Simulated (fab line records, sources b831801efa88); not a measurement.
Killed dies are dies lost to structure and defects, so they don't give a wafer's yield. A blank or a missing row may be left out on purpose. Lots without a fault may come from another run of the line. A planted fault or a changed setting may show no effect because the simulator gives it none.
Which tool did it? | flow sky130 | 11 lots, 33 wafers sampled, at 7 steps of a route of 708

WHAT THE GAUGES READ, wafer by wafer
SKY_LDD_HVN_TW_MEAS_10.
lot  | measured     | on            | LDD_HVN_TW
L605 | day 19 23:44 | film_metro-04 | 1452 1454 1441
L607 | day 21 06:05 | film_metro-04 | 1445 1443 1455
L608 | day 21 15:44 | film_metro-02 | 1452 1454 1449
L611 | day 22 17:02 | film_metro-04 | 1445 1452 1445
L614 | day 23 15:04 | film_metro-01 | 1449 1452 1455
L615 | day 24 13:13 | film_metro-04 | 1444 1446 1448
L617 | day 24 23:29 | film_metro-02 | 1451 1442 1441
L618 | day 25 03:08 | film_metro-02 | 1441 1437 1445
L626 | day 28 01:19 | film_metro-02 | 1438 1444 1438
L627 | day 28 02:25 | film_metro-01 | 1449 1443 1444
L628 | day 28 12:20 | film_metro-04 | 1445 1445 1438

SKY_SD_P_TW_MEAS_11.
lot  | measured     | on            | SD_P_TW
L605 | day 25 04:16 | film_metro-04 | 2844 2848 2842
L607 | day 26 15:44 | film_metro-01 | 2887 2882 2865
L608 | day 26 19:10 | film_metro-04 | 2847 2840 2836
L611 | day 27 18:28 | film_metro-02 | 2851 2841 2837
L614 | day 28 14:01 | film_metro-04 | 2839 2843 2834
L615 | day 29 11:34 | film_metro-04 | 2848 2851 2845
L617 | day 29 20:53 | film_metro-01 | 2994 3015 3029
L618 | day 29 23:56 | film_metro-02 | 3005 3009 3010
L626 | day 32 19:38 | film_metro-01 | 2843 2845 2844
L627 | day 32 19:56 | film_metro-02 | 2849 2834 2854
L628 | day 33 07:35 | film_metro-04 | 2875 2858 2854

SKY_SD_N_RS_MEAS_17: measures by four-point-probe.
lot  | measured     | on            | SD_P_RS (ohm/sq)
L605 | day 27 16:10 | film_metro-02 | 146.9 147.1 146.9
L607 | day 29 02:59 | film_metro-04 | 146.9 147.3 147.1
L608 | day 29 05:43 | film_metro-04 | 147.1 147.0 147.0
L611 | day 30 03:43 | film_metro-02 | 147.1 147.4 146.9
L614 | day 30 22:35 | film_metro-02 | 147.4 147.6 147.3
L615 | day 31 20:20 | film_metro-01 | 146.9 147.4 147.3
L617 | day 32 04:35 | film_metro-04 | 133.4 133.1 133.1
L618 | day 32 08:04 | film_metro-01 | 133.0 133.3 133.0
L626 | day 35 02:33 | film_metro-02 | 146.8 146.5 146.8
L627 | day 35 03:12 | film_metro-02 | 146.2 146.9 146.5
L628 | day 35 14:52 | film_metro-02 | 147.0 147.0 147.2

SKY_LI_CONTACT_CD_MEAS_12: target cd 170 nm.
lot  | measured     | on        | cd_nm (nm)
L605 | day 28 20:52 | cd_sem-02 | 169.8 171.8 171.4
L607 | day 30 07:35 | cd_sem-02 | 169.0 168.4 167.8
L608 | day 30 09:58 | cd_sem-01 | 168.4 167.2 167.3
L611 | day 31 08:26 | cd_sem-02 | 169.8 169.4 171.3
L614 | day 32 03:21 | cd_sem-02 | 170.9 170.9 170.1
L615 | day 33 01:08 | cd_sem-01 | 167.4 167.8 168.4
L617 | day 33 09:30 | cd_sem-01 | 169.4 169.7 169.9
L618 | day 33 11:52 | cd_sem-02 | 172.0 172.0 170.8
L626 | day 36 05:34 | cd_sem-02 | 170.1 169.7 170.5
L627 | day 36 06:43 | cd_sem-02 | 170.9 172.4 172.2
L628 | day 36 17:40 | cd_sem-02 | 173.2 171.2 173.8

WHICH TOOL RAN EACH LOT (tool, then ch and the chambers of the sampled wafers, then the start)
lot  | SKY_POLY_GATE_ETCH_15              | SKY_SD_P_IMPLANT_09             | SKY_SD_P_STRIP_10
L605 | rie_diel-04 ch 0,1, day 16 01:09   | implanter-04 ch 0, day 25 04:02 | plasma_asher-03 ch 0,1, day 25 04:09
L607 | rie_diel-04 ch 0,1, day 17 07:11   | implanter-04 ch 0, day 26 15:32 | plasma_asher-02 ch 0,1, day 26 15:38
L608 | rie_diel-03 ch 0,1, day 17 15:23   | implanter-01 ch 0, day 26 18:55 | plasma_asher-03 ch 0,1, day 26 19:04
L611 | rie_diel-03 ch 1,2,3, day 18 17:57 | implanter-01 ch 0, day 27 18:14 | plasma_asher-03 ch 1, day 27 18:21
L614 | rie_diel-03 ch 0,2,3, day 19 16:02 | implanter-02 ch 0, day 28 13:47 | plasma_asher-02 ch 0,1, day 28 13:54
L615 | rie_diel-03 ch 0,1,3, day 20 15:44 | implanter-01 ch 0, day 29 11:20 | plasma_asher-01 ch 0,1, day 29 11:27
L617 | rie_diel-03 ch 0,1,2, day 21 02:30 | implanter-02 ch 0, day 29 20:38 | plasma_asher-01 ch 0,1, day 29 20:47
L618 | rie_diel-03 ch 2,3, day 21 05:32   | implanter-02 ch 0, day 29 23:42 | plasma_asher-01 ch 0,1, day 29 23:49
L626 | rie_diel-03 ch 0,2, day 24 04:44   | implanter-04 ch 0, day 32 19:24 | plasma_asher-01 ch 0,1, day 32 19:32
L627 | rie_diel-03 ch 0,2,3, day 24 06:11 | implanter-02 ch 0, day 32 19:42 | plasma_asher-02 ch 0,1, day 32 19:50
L628 | rie_diel-03 ch 1,3, day 24 17:36   | implanter-01 ch 0, day 33 07:21 | plasma_asher-03 ch 0,1, day 33 07:28
- SKY_POLY_GATE_ETCH_15: etches BARC in N2/H2, stops on SiO2, time 118.5 s, target depth 110 nm.
- SKY_SD_P_IMPLANT_09
- SKY_SD_P_STRIP_10: strips in O2/N2.

WHAT THE TOOLS THEMSELVES READ (means of the sampled wafers that have a number; where no wafer has one, the mark that the record gives instead)
SKY_POLY_GATE_ETCH_15.
lot  | tool        | drypump_motor_current_A (A) | oes_product_au (a.u.) | throttle_valve_pct (%)
L605 | rie_diel-04 | 6.2                         | 0.716                 | 13.200
L607 | rie_diel-04 | 5.7                         | 0.716                 | 13.218
L608 | rie_diel-03 | 4.9                         | 0.716                 | 13.213
L611 | rie_diel-03 | 5.5                         | 0.712                 | 13.219
L614 | rie_diel-03 | 5.5                         | 0.714                 | 13.212
L615 | rie_diel-03 | 5.1                         | 0.716                 | 13.216
L617 | rie_diel-03 | 5.2                         | 0.716                 | 13.221
L618 | rie_diel-03 | 5.9                         | 0.717                 | 13.213
L626 | rie_diel-03 | 5.3                         | 0.718                 | 13.199
L627 | rie_diel-03 | 5.5                         | 0.718                 | 13.208
L628 | rie_diel-03 | 5.1                         | 0.716                 | 13.209

SKY_SD_P_IMPLANT_09.
lot  | tool         | beam_energy_keV
L605 | implanter-04 | 19.997
L607 | implanter-04 | 19.991
L608 | implanter-01 | 19.997
L611 | implanter-01 | 19.999
L614 | implanter-02 | 19.998
L615 | implanter-01 | 20.000
L617 | implanter-02 | 24.594
L618 | implanter-02 | 24.594
L626 | implanter-04 | 19.993
L627 | implanter-02 | 19.992
L628 | implanter-01 | 19.994

SKY_SD_P_STRIP_10.
lot  | tool            | drypump_motor_current_A (A) | o2_flow_sccm (sccm) | oes_product_au (a.u.) | strip_time_to_endpoint_s (s)
L605 | plasma_asher-03 | 5.3                         | 2995                | 0.623                 | 17.45
L607 | plasma_asher-02 | 6.4                         | 3000                | 0.618                 | 17.48
L608 | plasma_asher-03 | 5.5                         | 2993                | 0.617                 | 17.52
L611 | plasma_asher-03 | 5.8                         | 3000                | 0.619                 | 17.52
L614 | plasma_asher-02 | 6.4                         | 3007                | 0.617                 | 17.55
L615 | plasma_asher-01 | 5.9                         | 3005                | 0.620                 | 17.56
L617 | plasma_asher-01 | 5.6                         | 2994                | 0.608                 | 18.22
L618 | plasma_asher-01 | 5.9                         | 2998                | 0.601                 | 18.27
L626 | plasma_asher-01 | 5.6                         | 3000                | 0.616                 | 17.56
L627 | plasma_asher-02 | 6.3                         | 2996                | 0.615                 | 17.49
L628 | plasma_asher-03 | 5.5                         | 3011                | 0.617                 | 17.49

THE ANSWER, worked out from the rows above alone
Rule: what is usual is taken from the lots themselves. Put in order of their means at a reading, lots are off if they are a third of the lots or fewer, leave a main group of 4 or more, and stand apart from it by a gap of 3 or more times the standard deviation of the main group's means; of several such gaps the widest counts. A main group whose means are all the same, to the digits that the tables above print for the reading, isn't used. A lot without any number at a reading at which 4 lots or more have one is off too. The other lots that the step has rows for count as sound. The gauges are gone through in route order, then the tools' own readings, and for those a lot's mean is taken as printed above. The first step at which some lot is off is used, and at that step the reading that is off furthest; a lot without a number counts as furthest.
Off: L617, L618, at SKY_SD_P_TW_MEAS_11 (SD_P_TW). The main group: mean 2849, standard deviation 12.
A tool fits if, at a process step before that reading, it ran every lot that is off, and no sound lot after the first of them. The gauges at SKY_SD_P_TW_MEAS_11 aren't tried: what is off there is off at SKY_SD_P_IMPLANT_09 too, on other tools, and a gauge's error can't cause that. None of those tried fits.

WHAT THE SIMULATOR HAD PUT IN
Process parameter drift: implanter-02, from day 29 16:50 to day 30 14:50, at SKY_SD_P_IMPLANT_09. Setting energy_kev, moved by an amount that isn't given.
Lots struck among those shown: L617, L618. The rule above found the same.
